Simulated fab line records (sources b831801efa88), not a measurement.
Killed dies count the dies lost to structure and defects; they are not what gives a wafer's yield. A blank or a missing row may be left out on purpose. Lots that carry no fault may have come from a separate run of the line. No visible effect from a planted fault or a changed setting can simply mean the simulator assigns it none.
8D (eight disciplines) problem report, filled in by code | flow gf180mcu | the parts of the form that need people (team, actions taken, sign-off) are left out

## 1. THE PROBLEM
rfFwdPowerW at GF_V5_ETCH_17 reads a mean of 1737 W on 6 wafers of 2 lots; wafers without a fault read 1494 W with a standard deviation of 4.4. That is +55 standard deviations from the usual mean.
The step: etches SiO2 in C4F8/O2/Ar, stops on TiN, target depth 855 nm.
First observed at day 28 06:00: wafer L857.2, on rieDiel-03. The record has a number at this step for 18 wafers belonging to 6 lots. The rule behind "out" and "out of limits": a value lying over 4 standard deviations away from the usual mean. All remaining wafers that have a number are taken as sound.

## 2. WHAT IT IS AND WHAT IT IS NOT
question                    | is                     | is not
which readings at this step | rfFwdPowerW            | oesProductAu
which lots                  | L857, L858             | L861, L869, L873, L875
which wafers of those lots  | all that have a number | -
read on which tools         | rieDiel-03             | rieDiel-04
when                        | from day 28 06:00      | up to then (0 sound wafers); but 12 sound wafers of L861, L869, L873, L875 came after

## 3. THE SUSPECTS, EACH WITH WHAT RULES IT OUT
Counting: any tool at a process step up to the reading is kept as a suspect provided that every lot that is out went through it and no sound lot did after the first of them.
- lithoTrack-04 at GF_V5_PEB_12 (peb time 94.44 s): ruled out as a lasting fault. Following L857 (day 28 06:25), the first lot on it that is out, the sound lots L873, L875 were run on it. Because GF_V5_PEB_12 lacks a start for some lots, the hours and order of its lots are taken from GF_V5_CD_MEAS_14.
- rieDiel-03 at GF_V5_ETCH_16 (etches BARC in N2/H2): ruled out as a lasting fault. Following L857 (day 28 06:34), the first lot on it that is out, the sound lots L869 were run on it.
- rieDiel-03 at GF_V5_ETCH_17 (etches SiO2 in C4F8/O2/Ar, stops on TiN, target depth 855 nm): ruled out as a lasting fault. Following L857 (day 28 06:00), the first lot on it that is out, the sound lots L869 were run on it.
Left after counting: nothing in the record.

## 4. THE CAUSE (what the simulator had put in)
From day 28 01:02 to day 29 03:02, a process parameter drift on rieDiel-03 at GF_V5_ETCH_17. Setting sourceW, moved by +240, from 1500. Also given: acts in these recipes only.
Counting ruled it out, wrongly.

## 5. THE EFFECT CHAIN, in route order
Each row: a reading whose mean over the struck wafers that have a number lies more than 3 standard deviations from the usual. Only readings for which the record gives a usual standard deviation are gone through. hours: the time from each lot's start at the first step in this table that gives one to its start at this step, as a median over the lots. sigmas: the change in usual standard deviations.
hours | step          | reading     | usual  | on struck wafers | change | sigmas
0     | GF_V5_ETCH_17 | rfFwdPowerW | 1494 W | 1737             | +243   | +55
It contains these process steps:
- GF_V5_ETCH_17: etches SiO2 in C4F8/O2/Ar, stops on TiN, target depth 855 nm.

## 6. WHAT WOULD HAVE CAUGHT IT SOONER
The fault began at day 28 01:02; the first out-of-limits reading in this record came at day 28 06:00, 5 hours later.
